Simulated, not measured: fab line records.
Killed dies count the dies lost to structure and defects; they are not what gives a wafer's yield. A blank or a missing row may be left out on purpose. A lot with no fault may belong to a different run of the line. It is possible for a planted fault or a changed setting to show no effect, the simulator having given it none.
Matching of chambers	flow gf180mcu	GF_V3_CMP_26 on cmp-01 has 4 sister chambers
The step polishes, stops on SiO2, t overpolish 15 s, target thk 0 nm. 33 wafers are shown with their chamber, then 12 later ones without.

== WAFERS WITH THEIR CHAMBER ==
wafer	chamber	motor_current_A (A)	time_to_endpoint_s (s)	retaining_ring_pressure_frac
L076.1	1	9.0	78	1.003
L076.3	0	9.3	87	1.006
L076.6	2	11.6	79	1.006
L077.2	1	9.0	80	1.014
L077.3	3	10.0	84	1.001
L077.4	2	11.3	87	0.996
L078.1	3	10.7	84	0.995
L078.4	2	11.4	85	1.000
L078.5	1	9.0	75	1.008
L079.2	2	11.5	84	1.002
L079.4	3	10.7	83	0.999
L079.5	1	9.6	76	1.002
L080.1	3	11.3	91	1.005
L080.5	2	11.8	81	0.998
L080.6	1	9.3	81	0.992
L081.2	2	11.1	87	0.995
L081.3	3	10.5	88	0.999
L081.4	1	9.4	83	1.009
L083.2	2	11.0	87	1.002
L083.5	0	9.2	87	0.997
L083.6	1	9.6	83	0.993
L084.1	1	9.4	76	1.002
L084.4	3	10.8	87	0.989
L084.6	3	10.2	86	0.999
L086.2	3	10.8	85	1.008
L086.4	0	9.4	88	1.002
L086.5	1	9.0	82	0.997
L087.2	2	11.9	83	0.990
L087.5	3	10.1	87	0.998
L087.6	0	8.6	89	1.010
L088.1	3	10.2	86	0.999
L088.3	2	11.0	80	0.999
L088.5	1	9.2	79	1.006

SIGNATURES (means of the wafers above)
reading	chamber 0	chamber 1	chamber 2	chamber 3	scatter within a chamber
motor_current_A	9.125	9.250	11.400	10.530	0.337
time_to_endpoint_s	87.75	79.30	83.67	86.10	2.69
retaining_ring_pressure_frac	1.00375	1.00260	0.99867	0.99920	0.00573
Rule: a wafer lies at a distance from a chamber equal to the root of the sum of squares, over the readings, of (its reading less the chamber's mean, divided by the reading's scatter). If the next closest chamber is less than 2 further off than the closest, the wafer can't be placed; otherwise it belongs to the closest. The scatter: the root of (the sum of the squares of (reading less its chamber's mean) over the shown wafers, divided by (wafers less chambers)).

== WAFERS MISSING THEIR CHAMBER ==
wafer	motor_current_A (A)	time_to_endpoint_s (s)	retaining_ring_pressure_frac
L092.2	11.4	84	1.003
L092.4	8.3	90	0.994
L092.6	10.7	88	1.001
L093.2	9.0	90	0.991
L093.3	10.3	83	0.998
L093.6	9.0	88	1.001
L096.1	11.0	84	1.000
L096.2	9.5	78	1.008
L096.4	8.6	89	1.000
L097.1	8.6	92	0.995
L097.2	11.0	87	0.993
L097.6	8.8	94	1.002

== EACH ONE'S CHAMBER ==
wafer	from the rows above	in truth
L092.2	2	2
L092.4	0	0
L092.6	can't be placed: 3 or 2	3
L093.2	0	0
L093.3	can't be placed: 3 or 2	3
L093.6	0	0
L096.1	can't be placed: 2 or 3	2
L096.2	1	1
L096.4	0	0
L097.1	0	0
L097.2	can't be placed: 3 or 2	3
L097.6	0	0
Correctly placed: 8 of 12. From these rows, 4 cannot be placed; in 4 the true chamber is one of the candidates. Placed wrongly: 0.
